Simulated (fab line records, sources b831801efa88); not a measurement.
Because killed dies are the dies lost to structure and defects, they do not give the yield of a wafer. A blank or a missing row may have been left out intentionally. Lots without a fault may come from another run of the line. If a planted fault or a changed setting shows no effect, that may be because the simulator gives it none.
Which tool is to blame?    flow sky130    14 lots with 42 wafers sampled at 4 steps, on a route of 708 steps

## WHAT EACH GAUGE READ, for each wafer
SKY_PWDE_TW_MEAS_10.
lot   measured     on             PWDE_TW
L599  day 3 21:01  film metro-03  376 376 377
L600  day 4 02:05  film metro-04  371 371 370
L602  day 4 11:08  film metro-03  375 373 375
L604  day 5 01:59  film metro-04  367 368 367
L605  day 5 05:38  film metro-02  381 380 382
L607  day 5 19:56  film metro-03  380 377 379
L608  day 6 07:20  film metro-02  379 377 377
L609  day 6 11:47  film metro-03  377 377 376
L617  day 8 07:23  film metro-04  371 369 368
L618  day 8 11:17  film metro-02  381 380 377
L621  day 9 04:22  film metro-04  370 367 368
L622  day 9 13:52  film metro-03  377 380 377

SKY_NWELL_OVL_MEAS_10.
lot   measured      on          NWELL_00_OVL (nm)
L599  day 4 14:38   overlay-01  -1.3 1.3 -1.0
L600  day 4 19:14   overlay-02  3.6 3.4 2.8
L602  day 5 04:20   overlay-02  -0.6 1.7 0.8
L604  day 5 19:14   overlay-02  -0.7 1.7 1.0
L605  day 5 23:23   overlay-02  -0.5 0.0 0.6
L607  day 6 12:47   overlay-02  -2.1 0.9 -0.6
L608  day 7 02:26   overlay-01  2.6 0.5 2.6
L609  day 7 07:38   overlay-01  -0.5 1.0 0.8
L617  day 9 03:44   overlay-01  0.4 -0.3 0.2
L618  day 9 07:53   overlay-01  0.6 1.1 1.4
L621  day 10 01:47  overlay-02  0.6 0.6 1.1
L622  day 10 12:23  overlay-01  -0.3 -0.2 -1.1

## WHICH TOOL RAN EACH LOT (tool, then ch and the chambers of the sampled wafers, then the start)
lot   SKY_FIELD_ISO_DEVELOP_12          SKY_PWDE_STRIP_09
L599  litho track-02 ch 0, day 2 04:00  plasma asher-01 ch 0,1, day 3 20:55
L600  litho track-04 ch 0, day 2 09:00  plasma asher-02 ch 0,1, day 4 02:00
L602  litho track-02 ch 0, day 2 20:00  plasma asher-04 ch 0, day 4 11:02
L604  litho track-03 ch 0, day 3 07:00  plasma asher-02 ch 0,1, day 5 01:53
L605  litho track-03 ch 0, day 3 12:00  plasma asher-01 ch 0,1, day 5 05:32
L607  litho track-04 ch 0, day 3 23:00  plasma asher-01 ch 0,1, day 5 19:50
L608  litho track-04 ch 0, day 4 06:00  plasma asher-04 ch 0,1, day 6 07:14
L609  litho track-03 ch 0, day 4 09:00  plasma asher-01 ch 0,1, day 6 11:41
L615  litho track-03, day 5 17:00       -
L616  litho track-03, day 5 22:00       -
L617  litho track-04 ch 0, day 6 05:00  plasma asher-01 ch 0,1, day 8 07:17
L618  litho track-02 ch 0, day 6 13:00  plasma asher-01 ch 0,1, day 8 11:11
L621  litho track-04 ch 0, day 7 02:00  plasma asher-02 ch 0,1, day 9 04:16
L622  litho track-04 ch 0, day 7 06:00  plasma asher-01 ch 0,1, day 9 13:46
- SKY_FIELD_ISO_DEVELOP_12: develop time 60 s.
- SKY_PWDE_STRIP_09: strips in O2/N2.

## WHAT THE TOOLS THEMSELVES READ (means of the sampled wafers that have a number; where no wafer has one, the mark that the record gives instead)
SKY_FIELD_ISO_DEVELOP_12.
lot   tool            chill plate temp C (C)
L599  litho track-02  22.97
L600  litho track-04  23.09
L602  litho track-02  23.09
L604  litho track-03  22.92
L605  litho track-03  23.03
L607  litho track-04  22.99
L608  litho track-04  22.96
L609  litho track-03  23.04
L615  litho track-03  -
L616  litho track-03  -
L617  litho track-04  22.98
L618  litho track-02  22.98
L621  litho track-04  22.86
L622  litho track-04  22.96

SKY_PWDE_STRIP_09.
lot   tool             chamber pressure mTorr (mTorr)  drypump motor current A (A)  oes product au (a.u.)  strip time to endpoint s (s)
L599  plasma asher-01  1500.8                          5.6                          0.721                  37.05
L600  plasma asher-02  1500.3                          5.5                          0.718                  36.96
L602  plasma asher-04  1500.4                          5.9                          0.728                  36.87
L604  plasma asher-02  1500.5                          5.7                          0.726                  36.90
L605  plasma asher-01  1500.6                          5.6                          0.720                  37.01
L607  plasma asher-01  1499.6                          5.6                          0.722                  36.92
L608  plasma asher-04  1499.9                          5.6                          0.724                  36.77
L609  plasma asher-01  1500.8                          5.6                          0.724                  37.07
L617  plasma asher-01  1501.8                          5.6                          0.723                  37.06
L618  plasma asher-01  1499.5                          5.6                          0.721                  36.99
L621  plasma asher-02  1500.3                          5.7                          0.722                  36.85
L622  plasma asher-01  1500.4                          5.6                          0.723                  36.82

## THE ANSWER, worked out from the rows above alone
Rule: what is usual is taken from the lots themselves. Put in order of their means at a reading, lots are off if they are a third of the lots or fewer, leave a main group of 4 or more, and stand apart from it by a gap of 3 or more times the standard deviation of the main group's means; of several such gaps the widest counts. The tables above print the reading to a certain number of digits; a main group whose means all agree to those digits is not used. Also off: a lot with no number at a reading for which 4 or more lots have one. Any other lot the step has rows for is counted as sound. After the gauges, taken in route order, come the tools' own readings; for these a lot's mean is taken, as printed above. The first step at which some lot is off is used, and at that step the reading that is off furthest; a lot without a number counts as furthest.
Off at SKY_FIELD_ISO_DEVELOP_12 (chill plate temp C): L615, L616. Without a number there: L615, L616. Main group: mean 22.99 C, sd 0.063.
A tool fits if, at that step or a process step before it, it ran every lot that is off, and no sound lot after the first of them. One candidate fits, namely litho track-03 at SKY_FIELD_ISO_DEVELOP_12. Its last sound lot is L609 (day 4 09:00), its first lot that is off L615 (day 5 17:00): a fault that began between those two fits.
Blank at SKY_FIELD_ISO_DEVELOP_12 on the lots that are off, where sound lots have numbers: chill plate temp C.

## WHAT HAD BEEN PUT IN BY THE SIMULATOR
Beginning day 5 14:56, the whole step at SKY_FIELD_ISO_DEVELOP_12 was skipped on litho track-03. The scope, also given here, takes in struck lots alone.
Lots struck among those shown: L615, L616. The same result came from the rule above.
